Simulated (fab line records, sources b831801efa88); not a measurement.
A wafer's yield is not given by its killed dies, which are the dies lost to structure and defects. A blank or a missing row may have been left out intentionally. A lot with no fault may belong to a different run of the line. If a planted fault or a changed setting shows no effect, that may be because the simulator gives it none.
fab line records | flow sky130
[record] lots = 13 wafers = 38 last_day = 50
route steps=708 shown CAP2M@603 VIA4@660 METAL5@665
lots that met no fault: from a run of the same line without faults
start_h: hours from the record's opening day to when the first of the lot's shown wafers began | wait_h: hours elapsed since this lot's preceding step | " unchanged from the row above | L1.1+2: a single row standing in for several wafers | - no value, or no start was given | * or withheld: withheld | < > ~ a bound
route shown NAME@n: a module of which the file shows steps, and the number in the route of the first | usual: mean/standard deviation taken from wafers without a fault | same: alike in all rows | chamber/n: place in a boat | sites: the reading at each site | _std_site: their standard deviation | _edge_site: mean of outer sites minus mean of inner sites | radius_mm: how far each site lies from the wafer's centre | mask NAME#n: copy n | behind: the tool/chamber that last shaped the wafer | hold: what put the lot on hold/how long, in hours/how the hold closed | device: which transistor (n, p or np) failed to switch | end of line: the tests these same wafers got at the end of their route | for a step that has no rows: nothing shown but its recipe | killed: not the wafer's yield, but the dies lost to structure and defects at the first sort | map: shows each die of a wafer: x if killed, . if not, _ if none is there
set.NAME: the setting the step ran with; set.NAME@STEP: the setting that earlier step ran with | model.NAME: the simulator's own value behind a step, which no gauge read
the route's steps for a sample of lots (tables are steps, rows are wafers)
services: a tool's chamber out of use, with start hour (start_h, from the record's first day; less than 0 if before it), hours out, and reason
[[steps]]
[step SKY_CAP2M_CVD_00]
[recipe] material = SiO2 target_thk_nm = 15.5 temp_c = 400 time_s = withheld rf_w = 450
[usual] heater_power_w = 726/86
// columns lot.wafer tool chamber start_h wait_h heater_power_w
L120.2 pecvd-02 2 911.75 0.0 874
L120.4 " 2 " " 864
L120.6 " 0 " " 616
L121.2 pecvd-02 0 923.29 0.0 643
L121.3 " 2 " " 746
L121.6 " 0 " " 659
L127.3 pecvd-01 2 975.36 0.0 777
L127.4 " 1 " " 648
L135.2 pecvd-02 0 1053.70 0.0 719
L135.5 " 1 " " 666
L135.6 " 2 " " 816
L134.3 pecvd-03 0 1056.46 0.0 704
L134.4 " 2 " " 653
L134.6 " 0 " " 721
L136.1 pecvd-01 1 1061.87 0.0 544
L136.2 " 0 " " 868
L136.3 " 2 " " 670
L137.1 pecvd-03 2 1063.66 0.0 666
L137.5 " 0 " " 626
L137.6 " 2 " " 655
L138.2 pecvd-01 0 1072.05 0.0 881
L138.3 " 2 " " 728
L138.4 " 0 " " 872
L139.1 pecvd-02 1 1073.61 0.0 676
L139.5 " 0 " " 681
L139.6 " 2 " " 871
L141.1 pecvd-02 2 1082.96 0.0 823
L141.3 " 0 " " 729
L141.4 " 2 " " 817
L140.1 pecvd-01 1 1089.07 0.0 589
L140.2 " 0 " " 752
L140.3 " 2 " " 761
L143.1 pecvd-03 0 1089.63 0.0 709
L143.3 " 2 " " 708
L143.6 " 2 " " 714
L142.3 pecvd-02 1 1095.07 0.0 687
L142.4 " 2 " " 849
L142.5 " 1 " " 706
[step SKY_CAP2M_SPUTTER_02]
[recipe] material = TiN target_thk_nm = 200 temp_c = 300 power_w = 6500 time_s = 166.7 chamber_pressure_pa = 0.4
[usual] throttle_valve_pct = 29.9/1.2
// columns lot.wafer tool chamber start_h wait_h throttle_valve_pct
L120.2 pvd_sputter-04 - 911.83 0.0 31.7
L120.4 " - " " 29.1
L120.6 " - " " 29.4
L121.2 pvd_sputter-02 - 923.37 0.0 31.1
L121.3 " - " " 28.1
L121.6 " - " " 30.8
L127.3 pvd_sputter-04 - 975.44 0.0 30.2
L127.4 " - " " 29.6
L135.2 pvd_sputter-01 - 1053.78 0.0 30.6
L135.5 " - " " 31.6
L135.6 " - " " 30.2
L134.3 pvd_sputter-02 - 1056.54 0.0 28.0
L134.4 " - " " 28.0
L134.6 " - " " 30.9
L136.1 pvd_sputter-01 - 1061.96 0.1 30.0
L136.2 " - " " 30.3
L136.3 " - " " 31.7
L137.1 pvd_sputter-02 - 1063.74 0.1 31.1
L137.5 " - " " 30.8
L137.6 " - " " 30.5
L138.2 pvd_sputter-02 - 1072.13 0.0 27.9
L138.3 " - " " 30.8
L138.4 " - " " 28.9
L139.1 pvd_sputter-01 - 1073.69 0.1 30.0
L139.5 " - " " 29.9
L139.6 " - " " 31.4
L141.1 pvd_sputter-02 - 1083.04 0.1 31.0
L141.3 " - " " 30.9
L141.4 " - " " 27.8
L140.1 pvd_sputter-02 - 1089.16 0.1 30.7
L140.2 " - " " 30.8
L140.3 " - " " 29.0
L143.1 pvd_sputter-02 - 1089.72 0.1 31.2
L143.3 " - " " 29.0
L143.6 " - " " 28.2
L142.3 pvd_sputter-02 - 1095.15 0.0 31.0
L142.4 " - " " 30.5
L142.5 " - " " 30.9
[step SKY_VIA4_CMP_21]
[recipe] stop_on = SiO2 t_overpolish_s = 25 down_force_psi = 3.5 platen_rpm = 60 target_thk_nm = 0 pad_velocity_m_s = 0.94248
[usual] motor_current_A = 11.7/0.67 overpolish_run_s = 25.000/0.0085 time_to_endpoint_s = 122/4.9
// columns lot.wafer tool chamber start_h wait_h motor_current_A overpolish_run_s time_to_endpoint_s
L120.2 cmp-01 1 988.57 0.1 10.5 25.020 117
L120.4 " 3 " " 11.9 24.999 114
L120.6 " 1 " " 11.0 25.008 117
L121.3 cmp-02 2 1000.36 0.2 12.5 24.996 124
L121.2 " 0 " " 12.2 24.990 127
L121.6 " 1 " " 11.3 25.015 129
L127.4 cmp-02 3 1044.98 0.0 10.9 25.000 119
L127.3 " 1 " " 11.1 0.036 191
L135.2 cmp-01 2 1119.39 0.4 12.0 25.008 122
L135.5 " 0 " " 11.5 24.999 120
L135.6 " 1 " " 11.9 25.010 120
L134.4 cmp-01 1 1121.74 0.6 11.5 24.996 121
L134.3 " 3 " " 11.7 25.002 115
L134.6 " 0 " " 11.3 25.000 121
L136.1 cmp-01 2 1126.15 0.4 12.2 25.008 125
L136.3 " 0 " " 11.6 24.981 118
L136.2 " 1 " " 11.7 24.997 129
L137.1 cmp-01 2 1128.55 0.1 11.7 25.001 117
L137.5 " 0 " " 11.2 24.995 115
L137.6 " 1 " " 11.1 25.012 114
L138.3 cmp-01 1 1134.99 0.0 11.8 24.998 118
L138.4 " 3 " " 11.8 24.999 120
L138.2 " 0 " " 11.0 24.995 119
L139.1 cmp-02 1 1136.21 0.1 11.6 24.991 132
L139.5 " 0 " " 11.9 25.001 129
L139.6 " 1 " " 11.9 24.988 129
L141.3 cmp-01 3 1145.16 0.3 11.6 24.988 113
L141.4 " 0 " " 11.3 25.001 118
L141.1 " 1 " " 11.3 25.007 123
L140.3 cmp-02 1 1148.47 0.0 11.4 25.000 128
L140.1 " 3 " " 10.7 24.996 118
L140.2 " 0 " " 12.0 24.998 128
L143.3 cmp-01 0 1149.68 0.0 11.1 25.007 114
L143.1 " 2 " " 12.0 24.996 116
L143.6 " 0 " " 11.3 25.002 118
L142.3 cmp-02 2 1156.03 0.1 12.9 25.012 126
L142.4 " 3 " " 10.8 24.988 117
L142.5 " 1 " " 11.6 25.000 130
[step SKY_METAL5_SPUTTER_04]
[recipe] material = TiN target_thk_nm = 70 power_w = 6500 time_s = 58.3 chamber_pressure_pa = 0.4
[usual] throttle_valve_pct = 30.2/1.1
// columns lot.wafer tool chamber start_h wait_h throttle_valve_pct
L120.2 pvd_sputter-04 - 988.94 0.0 29.4
L120.4 " - " " 29.7
L120.6 " - " " 30.3
L121.2 pvd_sputter-03 - 1000.72 0.0 30.5
L121.3 " - " " 28.9
L121.6 " - " " 30.6
L127.4 pvd_sputter-02 - 1045.40 0.0 29.1
L135.2 pvd_sputter-02 - 1119.70 0.0 30.7
L135.5 " - " " 30.9
L135.6 " - " " 31.2
L134.3 pvd_sputter-03 - 1122.10 0.0 30.6
L134.4 " - " " 30.4
L134.6 " - " " 30.8
L136.1 pvd_sputter-02 - 1126.57 0.0 28.1
L136.2 " - " " 29.4
L136.3 " - " " 30.9
L137.1 pvd_sputter-03 - 1128.87 0.0 32.2
L137.5 " - " " 30.5
L137.6 " - " " 30.9
L138.2 pvd_sputter-04 - 1135.41 0.0 30.3
L138.3 " - " " 29.3
L138.4 " - " " 31.7
L139.1 pvd_sputter-03 - 1136.57 0.0 29.2
L139.5 " - " " 29.4
L139.6 " - " " 30.4
L141.1 pvd_sputter-03 - 1145.53 0.0 29.0
L141.3 " - " " 30.8
L141.4 " - " " 30.4
L140.1 pvd_sputter-02 - 1148.89 0.0 30.8
L140.2 " - " " 29.3
L140.3 " - " " 31.2
L143.1 pvd_sputter-03 - 1150.10 0.0 31.0
L143.3 " - " " 29.0
L143.6 " - " " 30.5
L142.3 pvd_sputter-02 - 1156.40 0.0 31.0
L142.4 " - " " 28.1
L142.5 " - " " 30.6
[[services]]
// columns tool chamber start_h hours kind
cmp-01 - 892.62 13.6 pm
pvd_sputter-02 - 898.14 1.7 repair
pecvd-01 - 899.39 4.3 pm
cmp-02 - 906.44 1.8 repair
cmp-01 - 913.40 4.0 pm
cmp-02 - 918.30 0.5 repair
cmp-01 - 944.64 1.3 repair
cmp-02 - 946.01 2.4 repair
pecvd-02 - 946.75 0.5 repair
pecvd-02 2 948.69 9.8 repair
cmp-02 - 954.34 1.3 repair
cmp-01 - 970.09 0.9 repair
pvd_sputter-02 - 972.84 3.3 repair
pvd_sputter-02 - 1008.24 1.0 repair
pvd_sputter-02 - 1019.02 8.0 repair
cmp-01 - 1043.31 2.8 pm
cmp-01 - 1074.36 5.0 repair
cmp-02 - 1084.00 4.0 pm
cmp-01 - 1104.32 0.6 repair
cmp-02 - 1118.19 3.8 pm
cmp-02 - 1124.90 6.2 repair
cmp-01 - 1137.76 5.4 repair
pecvd-02 1 1151.33 2.2 repair
cmp-01 - 1154.79 0.9 repair
[[key]]
[first_sign] step = SKY_VIA4_CMP_21 reading = overpolish_run_s direction = down sigmas = 99+ usual = 25.000 struck = 0.036
[effect] step = SKY_VIA4_CMP_21 reading = time_to_endpoint_s direction = up sigmas = 14 usual = * struck = *
met_at SKY_VIA4_CMP_21
struck_lots L127
struck_wafers L127.3
later_rows_left_out L127.3
sort_left_out L127.3
not_acting_at SKY_CAP2M_CVD_00,SKY_CAP2M_SPUTTER_02,SKY_METAL5_SPUTTER_04
onset_between 1000.36 1044.98
[fault] kind = process_parameter_drift tool = cmp-02 chamber = - onset_h = 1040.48 steps = SKY_VIA4_CMP_21 channel = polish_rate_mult offset = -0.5 shape = step end_h = 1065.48 scope = struck_wafers_only
// sort_left_out: the simulated sort isn't trusted on such a fault, so these wafers' sort isn't shown, and their yield isn't known
// later_rows_left_out: the simulator's readings of these wafers behind a module that went badly wrong aren't trusted and aren't shown, but for the sort
